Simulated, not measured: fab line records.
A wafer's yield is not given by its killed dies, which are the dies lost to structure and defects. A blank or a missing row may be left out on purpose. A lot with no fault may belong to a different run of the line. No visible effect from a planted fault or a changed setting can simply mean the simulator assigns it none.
Matching of chambers / flow gf180mcu / 4 sister chambers for GF_V3_CMP_04 on cmp-01
The step polishes SiO2. 4 wafers are shown with their chamber, then 7 later ones without.

== WAFERS WITH THEIR CHAMBER ==
wafer=L911.6; chamber=2; motor current A (A)=12.2
wafer=L928.6; chamber=1; motor current A (A)=10.6
wafer=L929.1; chamber=0; motor current A (A)=12.1
wafer=L929.3; chamber=3; motor current A (A)=12.4

== WAFERS MISSING THEIR CHAMBER ==
wafer=L929.5; motor current A (A)=13.1
wafer=L930.1; motor current A (A)=11.7
wafer=L930.4; motor current A (A)=12.3
wafer=L930.5; motor current A (A)=10.8
wafer=L931.1; motor current A (A)=13.1
wafer=L931.3; motor current A (A)=12.4
wafer=L931.5; motor current A (A)=12.8

== WHICH CHAMBER EACH WENT THROUGH ==
wafer=L929.5; from the rows above=can't be placed: 3 or 2 or 0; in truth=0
wafer=L930.1; from the rows above=can't be placed: 0 or 2 or 3 or 1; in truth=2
wafer=L930.4; from the rows above=can't be placed: 3 or 2 or 0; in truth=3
wafer=L930.5; from the rows above=1; in truth=1
wafer=L931.1; from the rows above=can't be placed: 3 or 2 or 0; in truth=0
wafer=L931.3; from the rows above=can't be placed: 3 or 2 or 0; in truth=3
wafer=L931.5; from the rows above=can't be placed: 3 or 2 or 0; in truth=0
Correctly placed: 1 of 7. Unplaceable from these rows: 6, with the true chamber sitting among the candidates in 6. 0 placed wrongly.
How it was worked out, from the rows above alone: a wafer's distance from a chamber is the root of the sum, over the readings, of the square of ((its reading less the chamber's mean) divided by the reading's scatter). The wafer belongs to the nearest chamber; if the next one is less than 2 further off, it can't be placed. A chamber's mean is the mean of its shown wafers. The scatter: with one shown wafer a chamber, the root of the mean of the squares of how far each hidden wafer lies from its nearest shown one.
